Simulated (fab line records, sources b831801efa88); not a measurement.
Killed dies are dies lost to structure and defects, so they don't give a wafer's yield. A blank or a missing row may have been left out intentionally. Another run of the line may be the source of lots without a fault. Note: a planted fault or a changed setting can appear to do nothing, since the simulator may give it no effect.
Problem report, 8D (eight disciplines) form, completed by code	flow sky130	the parts of the form that need people (team, actions taken, sign-off) are left out

## 1. THE ISSUE
Wafers without a fault read 5e+12, standard deviation 5.4e+09; dose-ions-cm2 at SKY_LDD_N_IMPLANT_13 reads a mean of 1e+13 on 6 wafers belonging to 2 lots. So: +99 or more standard deviations from the usual mean.
The first sign was on wafer L777.1 at day 17 02:34, on implanter-04. The record has a number at this step for 36 wafers belonging to 12 lots. By rule, "out" or "out of limits" means more than 4 standard deviations away from the usual mean. Any other wafer with a number is counted as sound.

## 2. WHAT IT IS AND WHAT IT IS NOT
question	is	is not
which readings at this step	dose-ions-cm2, faraday-current-uA	-
which lots	L777, L780	L772, L774, L775, L778, L789, L790, L792, L793, L794, L795
which wafers of those lots	all that have a number	-
read on which tools	implanter-04	implanter-02, implanter-03
when	from day 17 02:34	up to then (12 sound wafers); but 18 sound wafers of L789, L790, L792, L793, L794, L795 came after

## 3. WHAT RULES OUT EACH SUSPECT
Counting: a tool at any process step up to the reading remains a suspect when it ran all the lots that are out and ran no sound lot after the first of those.
- rie-si-01 at SKY_POLY_GATE_ETCH_17 (etches poly-Si in HBr/Cl2, stops on SiO2, target depth 180 nm, time 70.5 s): ruled out as a lasting fault. The sound lots L789, L792, L794 went through it after L777, its earliest lot that is out (day 15 19:05).
- implanter-04 at SKY_LDD_N_IMPLANT_13: ruled out as a lasting fault. The sound lots L789, L790, L794 went through it after L777, its earliest lot that is out (day 17 02:34).
Left after counting: nothing in the record.

## 4. THE CAUSE (what the simulator had put in)
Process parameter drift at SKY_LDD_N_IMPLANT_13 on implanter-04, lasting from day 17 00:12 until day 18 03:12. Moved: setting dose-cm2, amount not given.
Counting ruled it out, wrongly.

## 5. THE CHAIN OF EFFECTS, in route order
Rows list readings where the struck wafers' mean (over those with a number) sits beyond 3 standard deviations from the usual. Readings are gone through only where the record gives a usual standard deviation; hours: the median, over the lots, of the time from a lot's start at the first step in this table giving one to that lot's start at this step; sigmas: the change measured in usual standard deviations.
hours	step	reading	usual	on struck wafers	change	sigmas
0	SKY_LDD_N_IMPLANT_13	dose-ions-cm2	5e+12	1e+13	+5e+12	+99 or more
0	SKY_LDD_N_IMPLANT_13	faraday-current-uA	28.2	53.8	+25.6	+49
The process steps in it:
- SKY_LDD_N_IMPLANT_13
Later steps that measure or inspect, where all struck wafers having a row at the step show a number for every such reading and not one has moved that far: SKY_LDD_P_OVL_MEAS_08.

## 6. HOW IT WOULD HAVE BEEN CAUGHT EARLIER
The fault began at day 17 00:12; the first out-of-limits reading in this record came at day 17 02:34, 2 hours later.
